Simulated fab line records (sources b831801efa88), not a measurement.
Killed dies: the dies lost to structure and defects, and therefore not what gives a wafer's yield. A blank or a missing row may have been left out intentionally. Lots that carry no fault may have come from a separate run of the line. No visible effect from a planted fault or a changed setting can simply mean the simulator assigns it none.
A lot that was struck, set against a sound lot ; flow gf180mcu ; 15 steps out of a route of 602
Sound: the wafers L533.2, L533.4, L533.6. Struck: wafer L544.4. (L544.3, L544.6 of the same lot were not struck and are left out.) The cause comes at the end.
At each step with rows: each side's tool, then ch and its chambers, then its first start. Under that, the readings that differ: sound wafers ; struck wafers ; difference of the means ; sigmas: that difference in standard deviations of wafers without a fault.
alike: words and numbers the same on both sides, and readings whose means are apart by under 2 such deviations; not compared: readings that were withheld, readings missing a value for some wafer, numbers with overlapping values and no deviation given by the record, and bounds like >300 which may hide the same value.
The two part at a step that has a row with sigmas, a row that says differs or no value, or rows on one side only. Non-overlapping numbers with no deviation appear without sigmas and do not part them. Lack of a reading on every wafer of one side parts them only where that side has two or more wafers.

first, 4 steps without rows for these wafers: GF_M3_SOFTBAKE_10 (time 60 s); GF_M3_EXPOSE_11 (exposes mask Metal3, target cd 280 nm); GF_M3_PEB_12 (peb time 90 s); GF_M3_DEVELOP_13 (develop time 60 s).
GF_M3_CD_MEAS_14: the cd target is 280 nm.
  struck on cd-sem-02, day 28 04:04; sound on cd-sem-02, day 24 21:38
  alike: cd-nm
GF_M3_OVL_MEAS_15:
  struck on overlay-01, day 28 04:10; sound on overlay-01, day 24 21:44
  alike: M3_OVL
GF_M3_METAL_ETCH_16: etches the open film in Cl2/BCl3, stops on SiO2, target depth 750.8 nm, time 125.1 s.
  sound on rie-metal-03 ch 0,1, day 24 21:46; struck on rie-metal-01 ch 0, day 28 04:13
reading;sound;struck;difference;sigmas
oes-product-au (a.u.);0.996 1.002 0.994;0.975;-0.022;-3
  alike: drypump-motor-current-A, throttle-valve-pct
  not compared: rf-hours-counter-h
GF_M3_STRIP_17: strips in O2/N2.
  sound on plasma-asher-03 ch 0,1, day 24 21:54; struck on plasma-asher-04 ch 0, day 28 04:20
reading;sound;struck;difference;sigmas
strip-time-to-endpoint-s (s);7.30 7.25 7.34;7.47;+0.17;+3
  alike: drypump-motor-current-A, heater-power-w, n2-flow-sccm, oes-product-au
  not compared: rf-hours-counter-h
then, 3 steps without rows for these wafers: GF_M3_STRIP_18 (strips in post etch residue remover, time 1200 s); GF_M3_CLEAN_19 (cleans in DIW); GF_V3_CVD_00 (deposits SiO2, target thk 600 nm, time 100 s).
GF_V3_THK_MEAS_01:
  struck on film-metro-01, day 28 04:58; sound on film-metro-04, day 24 22:32
  alike: V3_CVD_00_THK
GF_V3_CVD_02: deposits SiO2 from TEOS, target thk 850 nm, time 94.851 s.
  sound on pecvd-03 ch 0,1, day 24 22:35; struck on pecvd-04 ch 1, day 28 05:01
reading;sound;struck;difference;sigmas
heater-power-w (W);771 751 629;499;-218;-2
rf-fwd-power-W (W);597.3 596.4 592.9;502.8;-92.7;-49
model.SiO2_of_V3_CVD_02.thk-nm (nm);834.5 862.4 853.1;819;-31;
  alike: heater-power-outer-w
  not compared: since-wet-clean-h
GF_V3_THK_MEAS_03:
  struck on film-metro-04, day 28 05:06; sound on film-metro-04, day 24 22:40
reading;sound;struck;difference;sigmas
V3_CVD_02_THK (nm);835 863 853;819;-31;-2
GF_V3_CMP_04: polishes SiO2.
  sound on cmp-01 ch 2,3, day 24 22:57; struck on cmp-01 ch 2, day 28 05:11
  alike: motor-current-A, slurry-filter-dp-kPa, slurry-flow-ml-min, time-to-endpoint-s

== WHERE THEY PART ==
Earliest at GF_M3_METAL_ETCH_16; latest, in this record, at GF_V3_THK_MEAS_03. Later steps at which nothing parts them and some readings are alike: GF_V3_CMP_04.

WHY: whatever the simulator had introduced
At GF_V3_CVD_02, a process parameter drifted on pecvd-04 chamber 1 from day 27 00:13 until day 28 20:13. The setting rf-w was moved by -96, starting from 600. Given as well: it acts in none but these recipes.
